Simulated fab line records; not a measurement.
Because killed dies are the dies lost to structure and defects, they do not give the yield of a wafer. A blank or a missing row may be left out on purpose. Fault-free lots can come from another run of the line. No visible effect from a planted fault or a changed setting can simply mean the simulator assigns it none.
Matching of chambers + flow sky130 + 4 sister chambers for SKY_CONTACT_CMP_04 on cmp-02
The step polishes SiO2. 4 wafers are shown with their chamber, then 9 later ones without.

EACH WAFER AND ITS CHAMBER
| wafer  | chamber | motorCurrentA (A) |
|--------|---------|-------------------|
| L480.6 | 3       | 14.2              |
| L482.2 | 1       | 12.8              |
| L492.3 | 0       | 8.9               |
| L492.5 | 2       | 12.3              |

WAFERS WHOSE CHAMBER IS MISSING
| wafer  | motorCurrentA (A) |
|--------|-------------------|
| L495.1 | 11.8              |
| L495.4 | 14.6              |
| L495.6 | 9.4               |
| L496.3 | 12.6              |
| L496.5 | 13.9              |
| L496.6 | 8.7               |
| L497.2 | 11.2              |
| L497.3 | 9.2               |
| L497.6 | 14.8              |

EACH ONE'S CHAMBER
| wafer  | from the rows above     | in truth |
|--------|-------------------------|----------|
| L495.1 | can't be placed: 2 or 1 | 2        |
| L495.4 | 3                       | 3        |
| L495.6 | 0                       | 0        |
| L496.3 | can't be placed: 1 or 2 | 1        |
| L496.5 | can't be placed: 3 or 1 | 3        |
| L496.6 | 0                       | 0        |
| L497.2 | can't be placed: 2 or 1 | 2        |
| L497.3 | 0                       | 0        |
| L497.6 | 3                       | 3        |
Correct placement for 5 of the 9. These rows do not allow placing 4 (true chamber among the candidates in 4). 0 placed wrongly.
How it was worked out, from the rows above alone: a wafer's distance from a chamber is the root of the sum, over the readings, of the square of ((its reading less the chamber's mean) divided by the reading's scatter). If the next closest chamber is less than 2 further off than the closest, the wafer can't be placed; otherwise it belongs to the closest. A chamber's mean is the mean of its shown wafers. The scatter: with one shown wafer a chamber, the root of the mean of the squares of how far each hidden wafer lies from its nearest shown one.
